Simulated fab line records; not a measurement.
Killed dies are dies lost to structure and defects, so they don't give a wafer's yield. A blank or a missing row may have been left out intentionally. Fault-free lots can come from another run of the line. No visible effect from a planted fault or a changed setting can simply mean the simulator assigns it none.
The tool behind it: which one?	flow sky130	12 lots, 36 wafers sampled, at 5 steps of a route of 708

## WHAT THE GAUGES SHOWED, per wafer
SKY_FIELD_ISO_THK_MEAS_25. Usual: for FIELD_ISO_CVD_24_THK the level is 595 nm and the standard deviation is 5.4.
lot	measured	on	FIELD_ISO_CVD_24_THK (nm)	flag
L237	day 2 13:57	film metro-04	604 597 599	
L238	day 2 19:56	film metro-04	593 594 597	
L240	day 3 07:14	film metro-04	602 602 594	
L242	day 3 17:55	film metro-01	591 592 590	
L243	day 3 20:38	film metro-01	593 594 596	
L244	day 4 02:31	film metro-04	595 596 598	
L245	day 4 06:36	film metro-04	595 598 601	
L246	day 4 15:17	film metro-01	595 591 594	
L251	day 5 15:24	film metro-03	598 592 604	
L252	day 5 21:07	film metro-03	592 585 594	
L255	day 6 11:05	film metro-03	591 595 594	
L256	day 6 15:00	film metro-01	585 585 591	

SKY_NWELL_OVL_MEAS_10. Usual: for NWELL_00_OVL the level is -0.6 nm and the standard deviation is 1.3.
lot	measured	on	NWELL_00_OVL (nm)	flag
L237	day 4 22:43	overlay-01	1.0 0.1 -1.2	
L238	day 5 03:46	overlay-02	0.5 -0.7 -0.7	
L240	day 5 17:26	overlay-02	-0.9 -1.5 -1.8	
L242	day 6 03:38	overlay-02	-0.9 -1.3 0.7	
L243	day 6 05:35	overlay-02	-1.3 -0.3 -1.4	
L244	day 6 11:52	overlay-01	-0.1 -0.8 -0.8	
L245	day 6 19:22	overlay-02	-2.5 -1.8 -3.6	
L246	day 7 06:01	overlay-02	0.7 -0.9 -0.7	
L251	day 8 09:37	overlay-01	-0.4 -1.0 -2.1	
L252	day 8 15:58	overlay-02	-1.2 -0.9 0.0	
L255	day 9 05:13	overlay-02	0.2 1.6 -0.1	
L256	day 9 08:55	overlay-01	-0.6 -1.4 -1.0	

SKY_VT_ADJUST_LVTN_TW_MEAS_10. Usual: for VT_ADJUST_LVTN_TW the level is 241 and the standard deviation is 3.3.
lot	measured	on	VT_ADJUST_LVTN_TW	flag
L237	day 7 06:39	film metro-04	244 244 244	
L238	day 7 13:44	film metro-04	244 246 246	
L240	day 8 04:05	film metro-02	237 237 238	
L242	day 8 16:36	film metro-04	246 245 246	
L243	day 8 17:19	film metro-02	237 237 238	
L244	day 9 02:07	film metro-02	235 239 238	
L245	day 9 09:06	film metro-02	237 237 238	
L246	day 9 22:44	film metro-04	276 277 277	OFF
L251	day 11 04:37	film metro-02	267 268 267	OFF
L252	day 11 11:38	film metro-02	238 239 239	
L255	day 12 01:25	film metro-02	237 236 236	
L256	day 12 06:38	film metro-03	242 243 242	

## EACH LOT AND THE TOOL THAT RAN IT (in order: tool; ch and the chambers of the sampled wafers; start)
lot	SKY_FIELD_ISO_CMP_27	SKY_VT_ADJUST_LVTN_IMPLANT_08
L237	cmp-01 ch 0,2,3, day 2 16:53	implanter-04 ch 0, day 7 06:25
L238	cmp-01 ch 1,2,3, day 2 22:52	implanter-02 ch 0, day 7 13:29
L240	cmp-02 ch 0,1,2, day 3 10:01	implanter-04 ch 0, day 8 03:52
L242	cmp-01 ch 0,1,3, day 3 20:38	implanter-03 ch 0, day 8 16:22
L243	cmp-01 ch 1,2,3, day 3 22:19	implanter-04 ch 0, day 8 17:07
L244	cmp-02 ch 1,2,3, day 4 05:17	implanter-03 ch 0, day 9 01:52
L245	cmp-01 ch 0,1,3, day 4 09:05	implanter-03 ch 0, day 9 08:52
L246	cmp-02 ch 0,2, day 4 19:24	implanter-03 ch 0, day 9 22:31
L251	cmp-01 ch 0,2, day 5 18:16	implanter-03 ch 0, day 11 04:23
L252	cmp-01 ch 1,2, day 5 23:52	implanter-04 ch 0, day 11 11:23
L255	cmp-02 ch 0,2,3, day 6 13:56	implanter-02 ch 0, day 12 01:10
L256	cmp-02 ch 0,1,2, day 6 17:31	implanter-04 ch 0, day 12 06:23
- SKY_FIELD_ISO_CMP_27: polishes, stops on Si3N4, t overpolish 16 s, target thk 457.8 nm.
- SKY_VT_ADJUST_LVTN_IMPLANT_08

## WHAT THE TOOLS THEMSELVES READ (means of the sampled wafers that have a number; where no wafer has one, the mark that the record gives instead)
SKY_FIELD_ISO_CMP_27. Usual: motor current A 11.9 A, standard deviation 0.86; overpolish run s 16.001 s, standard deviation 0.0097; slurry flow ml min 150.0, standard deviation 0.55; time to endpoint s 112 s, standard deviation 3.8.
lot	tool	motor current A (A)	overpolish run s (s)	slurry flow ml min	time to endpoint s (s)	flag
L237	cmp-01	11.4	15.994	149.9	110	
L238	cmp-01	11.7	15.994	150.1	119	
L240	cmp-02	12.6	16.008	150.4	111	
L242	cmp-01	12.0	15.991	150.1	112	
L243	cmp-01	11.8	16.000	149.7	111	
L244	cmp-02	11.8	16.009	149.8	114	
L245	cmp-01	11.9	15.998	150.4	111	
L246	cmp-02	12.6	16.006	149.5	116	
L251	cmp-01	11.3	16.004	149.5	110	
L252	cmp-01	12.0	16.004	150.3	115	
L255	cmp-02	12.1	15.999	149.8	108	
L256	cmp-02	12.6	15.999	149.9	110	

SKY_VT_ADJUST_LVTN_IMPLANT_08. Usual: dose ions cm2 1.5702e+12, standard deviation 1.8e+09; faraday current uA 8.88, standard deviation 0.18.
lot	tool	dose ions cm2	faraday current uA	flag
L237	implanter-04	1.5690e+12	8.92	
L238	implanter-02	1.5704e+12	9.02	
L240	implanter-04	1.5700e+12	8.71	
L242	implanter-03	1.5693e+12	8.77	
L243	implanter-04	1.5723e+12	9.01	
L244	implanter-03	1.5718e+12	8.77	
L245	implanter-03	1.5682e+12	8.91	
L246	implanter-03	2.3470e+12	13.08	OFF
L251	implanter-03	2.3441e+12	13.30	OFF
L252	implanter-04	1.5677e+12	8.86	
L255	implanter-02	1.5733e+12	8.84	
L256	implanter-04	1.5698e+12	8.86	

## THE ANSWER, worked out from the rows above alone
Rule: a lot counts as off when the mean over its wafers that have a number is more than 3 standard deviations away from the usual mean. A lot without any number at a reading at which 4 lots or more have one is off too. The other lots that the step has rows for count as sound. After the gauges, taken in route order, come the tools' own readings; for these a lot's mean is taken, as printed above. At the first step where some lot is off, the reading lying furthest off is the one used; lots without a number count as furthest.
Off: L246, L251, at SKY_VT_ADJUST_LVTN_TW_MEAS_10 (VT_ADJUST_LVTN_TW).
If a tool, at a process step before that reading, ran all the lots that are off and no sound lot after the first of them, it fits. Not tried: the gauges at SKY_VT_ADJUST_LVTN_TW_MEAS_10; whatever is off there is also off at SKY_VT_ADJUST_LVTN_IMPLANT_08, on other tools, and gauge error can't account for it. One fits: SKY_VT_ADJUST_LVTN_IMPLANT_08 on implanter-03. A fault onset in the window from L245 (day 9 08:52, its last sound lot) to L246 (day 9 22:31, its first lot off) fits.
The tool's own readings at SKY_VT_ADJUST_LVTN_IMPLANT_08 bear it out: on the lots that are off they differ by more than 5 times the standard deviation of the sound lots' means. dose ions cm2 reads 2.3456e+12 there against 1.5702e+12 on the sound lots; faraday current uA reads 13.19 there against 8.87 on the sound lots.

## WHAT WAS PUT IN BY THE SIMULATOR
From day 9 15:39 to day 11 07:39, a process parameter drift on implanter-03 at SKY_VT_ADJUST_LVTN_IMPLANT_08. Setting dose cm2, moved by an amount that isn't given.
Shown lots that were struck: L246, L251. This agrees with what the rule above found.
